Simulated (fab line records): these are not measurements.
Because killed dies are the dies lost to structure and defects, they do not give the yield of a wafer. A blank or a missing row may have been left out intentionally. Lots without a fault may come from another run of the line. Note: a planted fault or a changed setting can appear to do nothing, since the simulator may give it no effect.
Chamber matching :: flow gf180mcu :: rie_diel-02 running GF_V4_ETCH_16: 4 sister chambers
The step etches BARC in N2/H2. 4 wafers are shown with their chamber, then 7 later ones without.

== WAFERS WITH THEIR CHAMBER ==
wafer: L469.6
chamber: 0
drypump_motor_current_A (A): 6.2

wafer: L474.3
chamber: 2
drypump_motor_current_A (A): 5.9

wafer: L484.1
chamber: 1
drypump_motor_current_A (A): 5.3

wafer: L484.2
chamber: 3
drypump_motor_current_A (A): 5.5

== WAFERS MISSING THEIR CHAMBER ==
wafer: L484.3
drypump_motor_current_A (A): 5.9

wafer: L486.2
drypump_motor_current_A (A): 5.9

wafer: L486.3
drypump_motor_current_A (A): 5.5

wafer: L486.6
drypump_motor_current_A (A): 5.3

wafer: L490.1
drypump_motor_current_A (A): 5.3

wafer: L490.2
drypump_motor_current_A (A): 6.0

wafer: L490.6
drypump_motor_current_A (A): 5.9

== WHICH CHAMBER EACH WENT THROUGH ==
wafer: L484.3
from the rows above: 2
in truth: 2

wafer: L486.2
from the rows above: 2
in truth: 2

wafer: L486.3
from the rows above: 3
in truth: 3

wafer: L486.6
from the rows above: 1
in truth: 1

wafer: L490.1
from the rows above: 1
in truth: 1

wafer: L490.2
from the rows above: 2
in truth: 2

wafer: L490.6
from the rows above: 2
in truth: 2
7 of 7 placed correctly. Not placeable from these rows: 0. 0 placed wrongly.
How it was worked out, from the rows above alone: a wafer's distance from a chamber is the root of the sum, over the readings, of the square of ((its reading less the chamber's mean) divided by the reading's scatter). The wafer belongs to the nearest chamber; if the next one is less than 2 further off, it can't be placed. The mean given for a chamber averages the wafers shown for that chamber. The scatter (one wafer shown for each chamber): square how far every hidden wafer sits from the nearest shown wafer, average those squares and take the square root.
